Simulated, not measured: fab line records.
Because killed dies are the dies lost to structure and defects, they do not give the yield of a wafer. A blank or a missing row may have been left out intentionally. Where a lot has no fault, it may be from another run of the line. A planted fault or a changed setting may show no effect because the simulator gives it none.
Which of the tools did it? -- flow sky130 -- 14 lots, 42 wafers sampled, at 3 steps of a route of 708

== WHAT EACH GAUGE READ, for each wafer ==
Not one reading of a measure or inspect step in the record can be checked against a usual standard deviation.

== WHICH TOOL RAN EACH LOT (tool, then ch and the chambers of the sampled wafers, then the start) ==
lot,SKY_POLY_GATE_ETCH_16,SKY_POLY_GATE_STRIP_18,SKY_PAD_OPEN_PROBE_99
L329,"rie diel-01 ch 0,1,2, day 15 23:02","plasma asher-04 ch 0,1, day 15 23:11",-
L330,"rie diel-03 ch 1,2,3, day 16 08:32","plasma asher-01 ch 0,1, day 16 08:41",-
L338,"rie diel-01 ch 1,2,3, day 19 17:30","plasma asher-02 ch 0,1, day 19 17:41","prober-02, day 48 00:52"
L339,"rie diel-01 ch 0,2,3, day 20 03:59","plasma asher-04 ch 0,1, day 20 04:08","prober-01, day 48 07:52"
L340,"rie diel-01 ch 0,3, day 20 14:26","plasma asher-02 ch 0,1, day 20 14:35",-
L342,"rie diel-04 ch 0,1,3, day 21 01:32","plasma asher-02 ch 0,1, day 21 01:41","prober-01, day 48 20:31"
L343,"rie diel-04 ch 0,1,3, day 21 12:05","plasma asher-02 ch 0,1, day 21 12:14",-
L344,"rie diel-03 ch 0,2,3, day 21 16:06","plasma asher-01 ch 1, day 21 16:16","prober-01, day 49 03:40"
L346,"rie diel-03 ch 1,2,3, day 22 13:08","plasma asher-02 ch 0,1, day 22 13:17","prober-02, day 49 17:51"
L347,"rie diel-04 ch 0,2,3, day 22 15:41","plasma asher-04 ch 0,1, day 22 15:50",-
L349,"rie diel-03 ch 2,3, day 23 18:24","plasma asher-01 ch 0,1, day 23 18:35",-
L350,"rie diel-04 ch 2,3, day 24 04:53","plasma asher-02 ch 0,1, day 24 05:02",-
L351,"rie diel-01 ch 1,2, day 24 19:56","plasma asher-04 ch 0,1, day 24 20:05","prober-01, day 50 23:31"
L352,"rie diel-04 ch 1,2, day 25 11:47","plasma asher-02 ch 0,1, day 25 11:56",-
- SKY_POLY_GATE_ETCH_16: etches Si3N4 in CH3F/O2, stops on poly-Si, time 147.5 s, target depth 75 nm.
- SKY_POLY_GATE_STRIP_18: strips in O2/N2.
- SKY_PAD_OPEN_PROBE_99

== AS READ BY THE TOOLS THEMSELVES (means over the sampled wafers that have a number; for cases with no such wafer, the mark the record gives instead) ==
SKY_POLY_GATE_ETCH_16. Usual: bias w 79.99 W, standard deviation 0.26; ch3f flow sccm 40.00 sccm, standard deviation 0.12; drypump motor current A 5.9 A, standard deviation 0.62; oes product au 0.640 a.u., standard deviation 0.0057; throttle valve pct 10.535 %, standard deviation 0.0087.
lot,tool,bias w (W),ch3f flow sccm (sccm),drypump motor current A (A),oes product au (a.u.),throttle valve pct (%),flag
L329,rie diel-01,80.14,40.11,5.9,0.638,10.542,
L330,rie diel-03,80.22,39.96,5.7,0.641,10.535,
L338,rie diel-01,80.06,40.15,5.6,0.644,10.541,
L339,rie diel-01,80.14,39.94,5.9,0.638,10.535,
L340,rie diel-01,79.99,39.85,6.3,0.636,10.529,
L342,rie diel-04,79.89,39.89,5.9,0.637,10.536,
L343,rie diel-04,79.97,39.95,5.9,0.642,10.532,
L344,rie diel-03,79.65,40.02,6.0,0.636,10.530,
L346,rie diel-03,80.30,39.98,5.7,0.642,10.537,
L347,rie diel-04,80.08,40.13,5.9,0.644,10.533,
L349,rie diel-03,80.23,39.96,5.7,0.638,10.531,
L350,rie diel-04,79.84,40.03,6.2,0.633,10.529,
L351,rie diel-01,79.97,40.03,5.6,0.637,10.532,
L352,rie diel-04,80.34,40.04,6.8,0.641,10.529,

SKY_POLY_GATE_STRIP_18. Usual: drypump motor current A 5.9 A, standard deviation 0.5; oes product au 0.360 a.u., standard deviation 0.0046; strip time to endpoint s 3.17 s, standard deviation 0.037.
lot,tool,drypump motor current A (A),oes product au (a.u.),strip time to endpoint s (s),flag
L329,plasma asher-04,6.0,0.357,3.16,
L330,plasma asher-01,5.8,0.363,3.20,
L338,plasma asher-02,5.6,0.369,3.51,OFF
L339,plasma asher-04,6.0,0.370,3.55,OFF
L340,plasma asher-02,5.6,0.375,3.59,OFF
L342,plasma asher-02,5.6,0.356,3.15,
L343,plasma asher-02,5.8,0.358,3.20,
L344,plasma asher-01,6.3,0.360,3.19,
L346,plasma asher-02,5.8,0.364,3.20,
L347,plasma asher-04,6.4,0.358,3.12,
L349,plasma asher-01,5.8,0.365,3.19,
L350,plasma asher-02,5.6,0.361,3.20,
L351,plasma asher-04,6.3,0.358,3.17,
L352,plasma asher-02,5.8,0.359,3.22,

SKY_PAD_OPEN_PROBE_99. Usual: killed_at_M0_to_M3 44, standard deviation 7.2; killed_at_M4_up 3.4, standard deviation 2.1; killed at contacts 24, standard deviation 5.5; killed at front end 15, standard deviation 4.6; killed at other 0.4, standard deviation 0.64; killed dies 86, standard deviation 9.1; killed open 47, standard deviation 7.5; killed short 39, standard deviation 5.8.
lot,tool,killed_at_M0_to_M3,killed_at_M4_up,killed at contacts,killed at front end,killed at other,killed dies,killed open,killed short,flag
L338,prober-02,49,5.0,31,15,1.0,101,59,42,
L339,prober-01,43,5.7,24,11,0.3,84,44,40,
L342,prober-01,48,3.3,28,15,1.0,95,54,40,
L344,prober-01,35,4.3,21,19,0.3,79,41,38,
L346,prober-02,50,3.3,26,15,0.3,95,56,37,
L351,prober-01,42,2.3,27,16,0.3,87,44,42,

== THE ANSWER, worked out from the rows above alone ==
Rule: a lot is off if the mean of its wafers that have a number lies more than 3 standard deviations from the usual mean. A lot without any number at a reading at which 4 lots or more have one is off too. Any other lot the step has rows for is counted as sound. Order of review: gauges by route order, followed by the tools' own readings, for which a lot's mean as printed above is used. At the first step where some lot is off, the reading lying furthest off is the one used; lots without a number count as furthest.
Off: L338, L339, L340 (SKY_POLY_GATE_STRIP_18, strip time to endpoint s).
A tool fits if, at that step or a process step before it, it ran every lot that is off, and no sound lot after the first of them. No candidate that was tried fits.

== WHAT THE SIMULATOR HAD INSERTED ==
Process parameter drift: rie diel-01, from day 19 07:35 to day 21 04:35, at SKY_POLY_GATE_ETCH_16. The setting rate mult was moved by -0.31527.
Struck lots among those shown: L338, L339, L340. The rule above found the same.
